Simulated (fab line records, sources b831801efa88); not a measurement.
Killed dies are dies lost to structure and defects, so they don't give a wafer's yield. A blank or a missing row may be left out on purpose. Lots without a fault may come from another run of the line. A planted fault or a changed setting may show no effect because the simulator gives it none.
One fault seen from 2 desks | flow gf180mcu | each desk has only its own numbers; what lay behind them comes last

THE TOOL OWNER'S DESK: pvd_sputter-02
The tool's own readings at GF_M2_SPUTTER_02 (material AlCu, target thk 450 nm, time 23.9 s): means of the sampled wafers that have a number, for each lot that ran on this tool. A lot is out of limits, marked OUT, if its mean lies more than 4 standard deviations from the usual mean; the brackets give that distance.
Columns: A = cathode_dc_power_W at GF_M2_SPUTTER_02, usual 10600 W; B = chamber_pressure_pa at GF_M2_SPUTTER_02, usual 0.3999 Pa; C = throttle_valve_pct at GF_M2_SPUTTER_02, usual 30.1 %
lot  | first seen here | A                       | B      | C
L868 | day 18 00:32    | 10600                   | 0.4002 | 30.6
L872 | day 19 12:53    | 10599                   | 0.4006 | 31.2
L873 | day 19 23:00    | 10602                   | 0.3999 | 30.6
L881 | day 23 07:20    | 13013 (+99 or more) OUT | 0.3999 | 31.4
L883 | day 24 02:35    | 13012 (+99 or more) OUT | 0.4002 | 30.6
This desk's finding: out of limits on L881, L883; first on L881, day 23 07:20 (cathode_dc_power_W at GF_M2_SPUTTER_02). In limits: L868, L872, L873.

THE METROLOGY DESK
What the gauges read, lot by lot, whatever tool the lot ran on: means of the sampled wafers that have a number. A lot is out of limits, marked OUT, if its mean lies more than 4 standard deviations from the usual mean; the brackets give that distance.
Columns: A = M2_ALCU_RS at GF_M2_RS_MEAS_05, usual 0.0696 ohm/sq; B = M2_ALCU_THK at GF_M2_THK_MEAS_06, usual 450 nm; C = V2_OVL at GF_V2_OVL_MEAS_15, usual -5 nm
lot  | first seen here | A                | B             | C
L868 | day 18 00:37    | 0.0693           | 453           | 2
L872 | day 19 13:01    | 0.0703           | 445           | -1
L873 | day 19 23:07    | 0.0698           | 449           | 1
L878 | day 22 06:02    | 0.0695           | 453           | -5
L880 | day 22 17:01    | 0.0700           | 444           | -7
L881 | day 23 07:26    | 0.0569 (-25) OUT | 549 (+27) OUT | -8
L883 | day 24 02:40    | 0.0569 (-25) OUT | 554 (+29) OUT | -7
L884 | day 24 11:18    | 0.0701           | 445           | -10
L891 | day 26 07:52    | 0.0695           | 451           | -3
This desk's finding: out of limits on L881, L883; first on L881, day 23 07:26 (M2_ALCU_RS at GF_M2_RS_MEAS_05). In limits: L868, L872, L873, L878, L880, L884, L891.

PUT TOGETHER
The tool owner's desk could have raised an alarm at day 23 07:20, on L881, L883.
The metrology desk could have raised an alarm at day 23 07:26, on L881, L883.
Of the lots named, all ran GF_M2_SPUTTER_02 on pvd_sputter-02.

WHAT THE SIMULATOR HAD PUT IN
Process parameter drift: pvd_sputter-02, from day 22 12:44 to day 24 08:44, at GF_M2_SPUTTER_02. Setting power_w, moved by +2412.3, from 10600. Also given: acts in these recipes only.
Lots struck among those shown: L881, L883.
Hours from the fault's start to each desk's first reading out of limits: the tool owner's desk, 19; the metrology desk, 19.
